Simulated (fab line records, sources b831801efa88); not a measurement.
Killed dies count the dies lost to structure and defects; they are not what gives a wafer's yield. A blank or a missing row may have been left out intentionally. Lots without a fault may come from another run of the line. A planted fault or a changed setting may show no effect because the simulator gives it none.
Problem report in the 8D (eight disciplines) form, filled by code :: flow gf180mcu :: the parts of the form that need people (team, actions taken, sign-off) are left out

== 1. WHAT WENT WRONG ==
At GF_M3_EXPOSE_11, exposure-dose-mJ-cm2 averages 28.33 over 9 wafers from 3 lots, while fault-free wafers read 27.95, standard deviation 0.033. That is +12 standard deviations from the usual mean.
The step: exposes mask Metal3, target cd 280 nm.
Earliest sighting: wafer L156.2 on krf-scanner-01 at day 27 07:02. The record holds 36 wafers of 12 lots with a number at this step. Rule for "out" (also "out of limits"): further than 4 standard deviations from the usual mean. Any other wafer with a number is counted as sound.

== 2. WHAT IT IS AND WHAT IT IS NOT ==
question: which readings at this step
is: exposure-dose-mJ-cm2
is not: -

question: which lots
is: L156, L157, L158
is not: L141, L142, L143, L145, L146, L147, L148, L151, L153

question: which wafers of those lots
is: all that have a number
is not: -

question: read on which tools
is: krf-scanner-01
is not: krf-scanner-02

question: when
is: from day 27 07:02
is not: up to then (27 sound wafers)

== 3. WHAT RULES OUT EACH SUSPECT ==
Counting: a tool at a process step up to the reading stays a suspect if it ran every lot that is out and no sound lot after the first of them.
- pvd-sputter-01 at GF_M3_SPUTTER_01 (material TiN, target thk 30 nm, time 25 s): kept. Every lot that is out went through it, starting with L156 (day 26 21:10), and after that it ran no sound lot; the last sound lot it ran before then is L146 (day 23 15:23).
- krf-scanner-01 at GF_M3_EXPOSE_11 (exposes mask Metal3, target cd 280 nm): kept. Every lot that is out went through it, starting with L156 (day 27 07:02), and after that it ran no sound lot; the last sound lot it ran before then is L153 (day 26 04:59). Its own exposure-dose-mJ-cm2 readings are out on those wafers.
Remaining after the count are pvd-sputter-01 at GF_M3_SPUTTER_01 and krf-scanner-01 at GF_M3_EXPOSE_11.

== 4. THE CAUSE (what the simulator had put in) ==
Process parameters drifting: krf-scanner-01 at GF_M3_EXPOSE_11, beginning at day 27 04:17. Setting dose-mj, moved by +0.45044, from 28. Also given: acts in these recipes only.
Of the 2 suspects that counting leaves, this tool is one.

== 5. THE CHAIN OF EFFECTS, in route order ==
Rows list readings where the struck wafers' mean (over those with a number) sits beyond 3 standard deviations from the usual. Scope: only readings with a usual standard deviation given in the record; hours: median across lots of the time from each lot's start at the first step in this table that gives one to its start at this step; sigmas: change in usual standard deviations.
hours: 0
step: GF_M3_EXPOSE_11
reading: exposure-dose-mJ-cm2
usual: 27.95
on struck wafers: 28.33
change: +0.38
sigmas: +12
It contains these process steps:
- GF_M3_EXPOSE_11: exposes mask Metal3, target cd 280 nm.

== 6. WHAT WOULD HAVE CAUGHT IT SOONER ==
In this record no reading fell out of limits until day 27 07:02, 3 hours after the fault had begun at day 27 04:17.
